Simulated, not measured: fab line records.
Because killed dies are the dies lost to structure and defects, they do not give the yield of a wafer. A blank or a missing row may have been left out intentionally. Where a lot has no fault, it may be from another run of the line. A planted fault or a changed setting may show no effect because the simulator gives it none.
A struck lot beside a sound one ; flow sky130 ; 15 out of 708 route steps
Sound: these wafers, L894.1, L894.2, L894.5. The struck wafers were L899.1, L899.4, L899.6. The cause is given at the end.
Per side, at each step with rows, come the tool, then ch with its chambers, and then its first start. Under that, the readings that differ: sound wafers ; struck wafers ; difference of the means ; sigmas: that difference in standard deviations of wafers without a fault.
alike: a reading whose means differ by less than 2 such deviations, as well as words and numbers matching on both sides. not compared: withheld readings; readings where some wafer has no value; bounds like >300 that might hide an equal value; numbers whose values overlap and for which the record gives no deviation.
The two part at a step that has a row with sigmas, a row that says differs or no value, or rows on one side only. Numbers that have no deviation but don't overlap get no sigmas and don't part them. A reading missing from all wafers of one side parts the sides only when that side holds two or more wafers.

SKY_SONOS_ONO_CD_MEAS_13: target cd 410 nm.
  sound on cd_sem-02 at day 16 06:07; struck on cd_sem-02 at day 18 08:49
  alike: cd_nm
SKY_SONOS_ONO_OVL_MEAS_14:
  sound on overlay-01 at day 16 06:14; struck on overlay-02 at day 18 08:56
  alike: SONOS_ONO_OVL
SKY_SONOS_ONO_ETCH_15: etches the open film in CHF3/O2, target depth 19.52 nm, time 7.8 s.
  sound on rie_diel-04 ch 0,2,3, day 16 06:16; struck on rie_diel-04 ch 1,2,3, day 18 08:58
  alike: O2_flow_sccm, drypump_motor_current_A, oes_product_au, throttle_valve_pct
  not compared: rf_hours_counter_h
then, 1 step without rows for these wafers: SKY_SONOS_ONO_WET_ETCH_16 (etches SiO2 in dHF, target depth 14 nm, time 280 s).
SKY_SONOS_ONO_STRIP_17: strips in O2/N2.
  sound on plasma_asher-03 ch 0,1, day 16 06:22; struck on plasma_asher-04 ch 0,1, day 18 09:04
  alike: drypump_motor_current_A, oes_product_au, strip_time_to_endpoint_s
  not compared: rf_hours_counter_h
then, 3 steps without rows for these wafers: SKY_SONOS_ONO_WET_ETCH_18 (etches Si3N4 in H3PO4, target depth 15 nm, time 172 s); SKY_GATE_OXIDE_CLEAN_00 (cleans in SC1/SC2, time 150 s); SKY_GATE_OXIDE_OXIDATION_01 (stabilise 600 s, purge 300 s, target thk 10.268 nm).
SKY_GATE_OXIDE_THK_MEAS_02:
  sound on film_metro-03 at day 16 08:26; struck on film_metro-01 at day 18 10:41
  alike: GATE_OXIDE_OXIDATION_00_THK
then, 3 steps without rows for these wafers: SKY_GATE_OXIDE_DEHYDRATE_03 (time 60 s); SKY_GATE_OXIDE_HMDS_04 (prime time 60 s); SKY_GATE_OXIDE_COAT_05 (resist thk 1140 nm).
SKY_GATE_OXIDE_SOFTBAKE_06: time 60 s.
  sound on litho_track-04 ch 0, day 16 22:34; struck on litho_track-04 ch 0, day 19 01:40
reading;sound;struck;difference;sigmas
heater_power_total_W (W);56.57 56.56 56.60;58.11 58.21 58.01;+1.53;+31
plate_temp_C (C);89.98 89.89 89.81;91.94 91.76 91.93;+1.98;+15
  alike: exhaust_pa
then, 1 step without rows for these wafers: SKY_GATE_OXIDE_EXPOSE_07 (exposes mask LVOM, target cd 600 nm).
-- a jump in the record: the struck wafers' starts before and after are 31 days apart (it breaks off in module GATE_OXIDE and resumes in module PAD_OPEN, where the first step shown is number 708 of the route) --
SKY_PAD_OPEN_PROBE_99:
  only the struck wafers here have rows in the record (prober-02, day 49 20:50); the sound ones have none

WHERE THEY PART
At SKY_GATE_OXIDE_SOFTBAKE_06 first; at SKY_PAD_OPEN_PROBE_99 last (within this record only).

WHY: what the simulator had put in
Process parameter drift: litho_track-04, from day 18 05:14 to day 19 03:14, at SKY_GATE_OXIDE_SOFTBAKE_06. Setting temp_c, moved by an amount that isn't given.
